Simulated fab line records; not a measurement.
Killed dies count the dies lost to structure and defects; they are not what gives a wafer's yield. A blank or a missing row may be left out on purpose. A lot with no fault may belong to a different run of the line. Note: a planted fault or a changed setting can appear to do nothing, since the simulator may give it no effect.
Check for tools in common + flow sky130 + 12 lots, 39 wafers sampled

REASON IT WAS OPENED
SKY_VT_ADJUST_NCORE_TW_MEAS_11, reading VT_ADJUST_NCORE_TW: flagged on 1 of 12 lots. No-fault wafers: 218.8, standard deviation 2.5.
Rule: a lot is flagged when every wafer of it that has a number lies more than 4 standard deviations from that mean, or none has a number. All remaining lots are regarded as sound.

| lot  | measured     | on            | VT_ADJUST_NCORE_TW, wafer by wafer | flag    |
|------|--------------|---------------|------------------------------------|---------|
| L884 | day 9 07:50  | film metro-03 | 215.9 215.2 215.4                  |         |
| L885 | day 9 09:03  | film metro-02 | 222.2 222.7 221.9                  |         |
| L886 | day 9 17:33  | film metro-02 | 221.8 221.1 222.2                  |         |
| L887 | day 9 21:10  | film metro-01 | 30.0 30.2 30.0 30.0 29.9 30.1      | FLAGGED |
| L896 | day 12 15:52 | film metro-01 | 220.9 220.1 220.1                  |         |
| L898 | day 13 03:10 | film metro-03 | 215.7 216.2 215.1                  |         |
| L899 | day 13 05:48 | film metro-01 | 219.7 220.6 220.0                  |         |
| L901 | day 13 20:04 | film metro-03 | 215.9 215.7 215.0                  |         |
| L902 | day 14 00:31 | film metro-03 | 216.0 216.2 215.2                  |         |
| L903 | day 14 10:07 | film metro-02 | 221.6 219.4 219.6                  |         |
| L904 | day 14 15:41 | film metro-01 | 219.8 219.8 218.7                  |         |
| L906 | day 15 13:12 | film metro-01 | 220.4 220.2 221.7                  |         |
On average the flagged lots' numbers are 30.0, which is -188.8 against the usual, or -76 standard deviations.

LOT BY LOT: THE TOOL USED
The record keeps 1 process step preceding the reading, out of 708 steps on the route. In each cell: the tool, then ch and the chambers that the sampled wafers went through, then the start.
| lot  | flag    | SKY_VT_ADJUST_NCORE_EXPOSE_04       |
|------|---------|-------------------------------------|
| L884 |         | iline stepper-02 ch 0, day 8 21:07  |
| L885 |         | iline stepper-02 ch 0, day 8 21:59  |
| L886 |         | iline stepper-01 ch 0, day 9 05:50  |
| L887 | FLAGGED | iline stepper-02 ch 0, day 9 09:12  |
| L896 |         | iline stepper-01 ch 0, day 12 03:48 |
| L898 |         | iline stepper-01 ch 0, day 12 14:30 |
| L899 |         | iline stepper-02 ch 0, day 12 16:08 |
| L901 |         | iline stepper-02 ch 0, day 13 06:52 |
| L902 |         | iline stepper-02 ch 0, day 13 11:42 |
| L903 |         | iline stepper-01 ch 0, day 13 20:24 |
| L904 |         | iline stepper-02 ch 0, day 14 02:43 |
| L906 |         | iline stepper-02 ch 0, day 14 22:29 |
These steps, and what they do:
- SKY_VT_ADJUST_NCORE_EXPOSE_04: exposes mask LVTN COMPLEMENT THIN, target cd 380 nm.
- SKY_VT_ADJUST_NCORE_TW_MEAS_11

FLAGGED OVER TOTAL, TOOL BY TOOL (the gauges that took the reading come last)
| step                           | tool             | lots run | flagged | share of the flagged lots | sound lots run after its first flagged lot |
|--------------------------------|------------------|----------|---------|---------------------------|--------------------------------------------|
| SKY_VT_ADJUST_NCORE_EXPOSE_04  | iline stepper-01 | 4        | 0       | none                      | -                                          |
| SKY_VT_ADJUST_NCORE_EXPOSE_04  | iline stepper-02 | 8        | 1       | all                       | 5 (L899,L901,L902,L904,L906)               |
| SKY_VT_ADJUST_NCORE_TW_MEAS_11 | film metro-01    | 5        | 1       | all                       | 4 (L896,L899,L904,L906)                    |
| SKY_VT_ADJUST_NCORE_TW_MEAS_11 | film metro-02    | 3        | 0       | none                      | -                                          |
| SKY_VT_ADJUST_NCORE_TW_MEAS_11 | film metro-03    | 4        | 0       | none                      | -                                          |

WHAT THE TABLE ALLOWS
In 2 table rows, all flagged lots were run: iline stepper-02 (SKY_VT_ADJUST_NCORE_EXPOSE_04), film metro-01 (SKY_VT_ADJUST_NCORE_TW_MEAS_11).
- iline stepper-02 at SKY_VT_ADJUST_NCORE_EXPOSE_04: 1 of its 8 lots flagged. Sound lots followed the first flagged one (L899, L901, L902, L904, L906) on it, something a lasting fault affecting the whole tool could not allow.
- film metro-01 at SKY_VT_ADJUST_NCORE_TW_MEAS_11: 1 of its 5 lots flagged. Sound lots followed the first flagged one (L896, L899, L904, L906) on it, something a lasting fault affecting the whole tool could not allow.
Every row of the table either missed a flagged lot or ran a sound lot after the first.

WHAT THE SIMULATOR PUT IN
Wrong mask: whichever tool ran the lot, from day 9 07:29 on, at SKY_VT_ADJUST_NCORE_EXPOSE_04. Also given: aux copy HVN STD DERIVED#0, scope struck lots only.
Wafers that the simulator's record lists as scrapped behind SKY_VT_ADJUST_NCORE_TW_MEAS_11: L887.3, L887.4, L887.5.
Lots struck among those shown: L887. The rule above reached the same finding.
